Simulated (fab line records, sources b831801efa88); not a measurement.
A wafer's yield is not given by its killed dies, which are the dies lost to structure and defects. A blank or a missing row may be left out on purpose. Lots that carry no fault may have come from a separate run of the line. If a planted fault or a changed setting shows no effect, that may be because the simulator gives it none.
2 desks, one fault    flow gf180mcu    each desk holds nothing but its own numbers, with what lay behind them at the end

== FROM THE METROLOGY DESK ==
Lot by lot, what the gauges showed, no matter which tool ran the lot: averages of those sampled wafers that carry a number. Marked OUT: a lot whose mean sits more than 4 standard deviations from the usual mean, which makes it out of limits; the brackets give that distance.
Columns: A = CONTACT_CVD_02_THK at GF_CONTACT_THK_MEAS_03, usual 857 nm; B = M1_ALCU_RS at GF_M1_RS_MEAS_05, usual 0.0693 ohm/sq
lot   first seen here  A    B
L918  day 15 16:49     860  0.0701
L920  day 16 12:36     863  0.0697
L921  day 16 15:34     856  0.0699
L923  day 17 15:51     845  0.0690
L926  day 18 15:11     860  0.0707
L927  day 18 20:27     860  0.0708
L930  day 20 15:01     854  0.0698
L931  day 20 15:55     876  0.0693
L933  day 20 20:48     861  0.0692
L932  day 20 20:59     854  0.0699
L938  day 22 18:23     856  0.0693
L939  day 22 21:14     861  0.0674
L940  day 23 14:48     853  0.0680
This desk's finding: nothing out of limits on any of the 13 lots.

== THE TOOL OWNER'S DESK: wet-bench-01 ==
The tool's own readings at GF_STI_WET_ETCH_26 (etches SiO2 in dHF, target depth 94 nm, time 188 s): means of the sampled wafers that have a number, for each lot that ran on this tool. Marked OUT: a lot whose mean sits more than 4 standard deviations from the usual mean, which makes it out of limits; the brackets give that distance.
Columns: A = run-length-s at GF_STI_WET_ETCH_26, usual 214.7 s
lot   first seen here  A
L918  day 2 08:54      213.9
L921  day 3 00:40      213.9
L926  day 4 04:05      136.1 (-27) OUT
L939  day 6 22:20      213.1
This desk's finding: out of limits on L926; first on L926, day 4 04:05 (run-length-s at GF_STI_WET_ETCH_26). Within limits: L918, L921, L939.

== TAKEN TOGETHER ==
On L926, at day 4 04:05, an alarm was possible from the tool owner's desk.
Nothing out of limits was seen by the metrology desk.
The metrology desk holds a record of L926, inside its limits.
Every lot named ran GF_STI_WET_ETCH_26 on wet-bench-01.

== WHAT WAS PUT IN BY THE SIMULATOR ==
wet-bench-01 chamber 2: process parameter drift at GF_STI_WET_ETCH_26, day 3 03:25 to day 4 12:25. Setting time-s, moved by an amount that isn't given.
Shown lots that were struck: L926.
Each desk's first reading out of limits, in hours after the fault started: the tool owner's desk, 25.
